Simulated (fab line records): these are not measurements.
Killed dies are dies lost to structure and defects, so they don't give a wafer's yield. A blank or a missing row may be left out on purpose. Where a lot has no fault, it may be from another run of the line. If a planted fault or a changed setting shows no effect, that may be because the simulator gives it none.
8D (eight disciplines) problem report, filled in by code :: flow sky130 :: the parts of the form that need people (team, actions taken, sign-off) are left out

1. PROBLEM STATEMENT
A mean of 45.90 W is read at SKY_METAL2_METAL_ETCH_19 for bias w, taken on 1 wafer of 1 lot, against 48.48 W (standard deviation 0.15) on wafers free of any fault. Measured from the usual mean, that is -17 standard deviations.
The step: etches the open film in Cl2/BCl3, stops on SiO2, target depth 360 nm, time 78 s.
Seen first at day 37 16:20 on rie metal-02, wafer L278.3. The record holds 33 wafers of 11 lots with a number at this step. Rule for "out", or "out of limits": more than 4 standard deviations from the usual mean. The other wafers with a number count as sound.

2. WHAT IT IS AND WHAT IT IS NOT
question: which readings at this step
is: bias w
is not: drypump motor current A, throttle valve pct

question: which lots
is: L278
is not: L272, L273, L274, L276, L277, L279, L280, L290, L291, L293

question: which wafers of those lots
is: L278.3
is not: L278.2, L278.6

question: read on which tools
is: rie metal-02
is not: rie metal-03, rie metal-04

question: when
is: from day 37 16:20
is not: up to then (17 sound wafers); but 15 sound wafers of L279, L280, L290, L291, L293 came after

3. SUSPECTS, AND WHAT RULES EACH OUT
Counting: any tool at a process step up to the reading remains a suspect provided it ran every lot that is out. Sound lots after the first of them don't rule it out here, since some wafers of a struck lot are sound.
- rie metal-01 at SKY_METAL1_METAL_ETCH_19 (etches the open film in Cl2/BCl3, stops on SiO2, target depth 360 nm, time 78 s): kept. It ran the lot that is out, L278 (day 35 07:47); its last sound lot up to then is L273 (day 34 00:44).
- pvd sputter-04 at SKY_METAL2_SPUTTER_02 (material AlCu, target thk 250 nm, time 13.3 s): kept. It ran the lot that is out, L278 (day 36 13:35); its last sound lot up to then is L277 (day 36 06:53).
- rie metal-02 at SKY_METAL2_METAL_ETCH_19 (etches the open film in Cl2/BCl3, stops on SiO2, target depth 360 nm, time 78 s): kept. It ran the lot that is out, L278 (day 37 16:20); its last sound lot up to then is L277 (day 37 09:20). Out on those wafers are its own readings of bias w.
- The sound lot-mates ran in chamber 1 of rie metal-01 at SKY_METAL1_METAL_ETCH_19, but the wafers that are out ran in chamber 0.
- The sound lot-mates ran in chamber 0 of rie metal-02 at SKY_METAL2_METAL_ETCH_19, but the wafers that are out ran in chamber 1.
rie metal-01 at SKY_METAL1_METAL_ETCH_19, pvd sputter-04 at SKY_METAL2_SPUTTER_02 and rie metal-02 at SKY_METAL2_METAL_ETCH_19 are what is left after counting.

4. THE CAUSE (what the simulator had put in)
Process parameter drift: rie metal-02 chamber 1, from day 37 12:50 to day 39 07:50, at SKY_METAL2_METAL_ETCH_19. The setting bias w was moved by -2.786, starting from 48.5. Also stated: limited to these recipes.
After counting, 3 suspects remain, this tool included.

5. SEQUENCE OF EFFECTS, ordered by route
One row per reading whose mean, taken over the struck wafers that have a number, lies over 3 standard deviations from the usual. Only readings whose record carries a usual standard deviation are examined. hours: median over the lots of the time between each lot's start at the first step of this table that gives one and its start at this step. sigmas: the change, counted in usual standard deviations.
hours: 0
step: SKY_METAL2_METAL_ETCH_19
reading: bias w
usual: 48.48 W
on struck wafers: 45.90
change: -2.58
sigmas: -17
Its process steps:
- SKY_METAL2_METAL_ETCH_19: etches the open film in Cl2/BCl3, stops on SiO2, target depth 360 nm, time 78 s.
At these later measuring or inspecting steps, every struck wafer for which the step has a row has a number for every such reading, and none has moved that far: SKY_VIA2_OVL_MEAS_13.

6. HOW IT WOULD HAVE BEEN CAUGHT EARLIER
In this record the first reading out of limits was taken at day 37 16:20, 4 hours after the fault began at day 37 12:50.
